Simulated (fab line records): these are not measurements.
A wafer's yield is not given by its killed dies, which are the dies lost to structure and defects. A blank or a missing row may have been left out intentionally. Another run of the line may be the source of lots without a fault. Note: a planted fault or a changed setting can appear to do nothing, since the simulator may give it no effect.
Which tool is to blame? | flow gf180mcu | 10 lots, 30 wafers sampled, at 4 steps of a route of 602

== WHAT THE GAUGES SHOWED, per wafer ==
GF_V2_RS_MEAS_24: measures by four-point-probe.
lot  | measured     | on            | V2_W_RS (ohm/sq)
L412 | day 20 10:11 | film_metro-01 | 0.339 0.319 0.321
L414 | day 21 02:45 | film_metro-01 | 0.319 0.332 0.314
L417 | day 22 01:55 | film_metro-02 | 0.217 0.330 0.215 0.217 0.330 0.216
L418 | day 22 12:14 | film_metro-03 | 0.331 0.216 0.331 0.331 0.216 0.331
L427 | day 25 15:09 | film_metro-01 | 0.329 0.318 0.326
L428 | day 26 04:21 | film_metro-03 | 0.315 0.319 0.318
L429 | day 27 00:37 | film_metro-03 | 0.311 0.325 0.328
L431 | day 27 08:41 | film_metro-01 | 0.312 0.323 0.324
L435 | day 28 02:51 | film_metro-02 | 0.327 0.326 0.321
L434 | day 28 04:30 | film_metro-02 | 0.322 0.329 0.326

== TOOL THAT RAN EACH LOT (tool first, then ch and the chambers of the sampled wafers, then the start) ==
lot  | GF_V1_SPUTTER_21             | GF_M2_STRIP_17                       | GF_V2_CVD_23
L412 | pvd_sputter-03, day 18 06:49 | plasma_asher-01 ch 0,1, day 19 07:49 | cvd_w-01 ch 0,1, day 20 10:04
L414 | pvd_sputter-04, day 18 22:42 | plasma_asher-04 ch 0,1, day 20 00:14 | cvd_w-01 ch 0,1, day 21 02:38
L417 | pvd_sputter-04, day 19 22:48 | plasma_asher-01 ch 0,1, day 21 00:08 | cvd_w-01 ch 0,1, day 22 01:47
L418 | pvd_sputter-01, day 20 10:19 | plasma_asher-01 ch 0,1, day 21 10:55 | cvd_w-01 ch 0,1, day 22 12:07
L427 | pvd_sputter-04, day 23 17:37 | plasma_asher-02 ch 0,1, day 24 16:07 | cvd_w-02 ch 0,1, day 25 15:01
L428 | pvd_sputter-01, day 24 05:31 | plasma_asher-04 ch 0,1, day 25 04:47 | cvd_w-02 ch 0,1, day 26 04:13
L429 | pvd_sputter-04, day 25 03:45 | plasma_asher-04 ch 0,1, day 26 01:40 | cvd_w-01 ch 0,1, day 27 00:30
L431 | pvd_sputter-04, day 25 11:16 | plasma_asher-01 ch 0,1, day 26 09:56 | cvd_w-01 ch 0,1, day 27 08:33
L435 | pvd_sputter-03, day 26 06:53 | plasma_asher-04 ch 0,1, day 27 04:22 | cvd_w-02 ch 0,1, day 28 02:43
L434 | pvd_sputter-04, day 26 08:28 | plasma_asher-02 ch 0,1, day 27 06:16 | cvd_w-02 ch 0,1, day 28 04:22
- GF_V1_SPUTTER_21: material Ti, target thk 15 nm, time 80.02 s.
- GF_M2_STRIP_17: strips in O2/N2.
- GF_V2_CVD_23: deposits W, target thk 350 nm, time 104.94 s.

== THE ANSWER, worked out from the rows above alone ==
Rule: usual is defined by the lots themselves. The widest of any qualifying gaps counts: lots, ordered by their means at a reading, are off when they make up no more than a third of the lots, leave a main group of 4 or more, and stand apart from it by 3 or more times the standard deviation of that group's means. The tables above print the reading to a certain number of digits; a main group whose means all agree to those digits is not used. Also off: a lot with no number at a reading for which 4 or more lots have one. Any other lot the step has rows for is counted as sound.
Off: L417, L418, at GF_V2_RS_MEAS_24 (V2_W_RS). For the main group the mean is 0.323 ohm/sq and the standard deviation 0.0029.
A tool fits if, at a process step before that reading, it ran every lot that is off, and no sound lot after the first of them. Gauges at GF_V2_RS_MEAS_24: tried the same way as those tools. Of those tried, none fits.

== WHAT WAS PUT IN BY THE SIMULATOR ==
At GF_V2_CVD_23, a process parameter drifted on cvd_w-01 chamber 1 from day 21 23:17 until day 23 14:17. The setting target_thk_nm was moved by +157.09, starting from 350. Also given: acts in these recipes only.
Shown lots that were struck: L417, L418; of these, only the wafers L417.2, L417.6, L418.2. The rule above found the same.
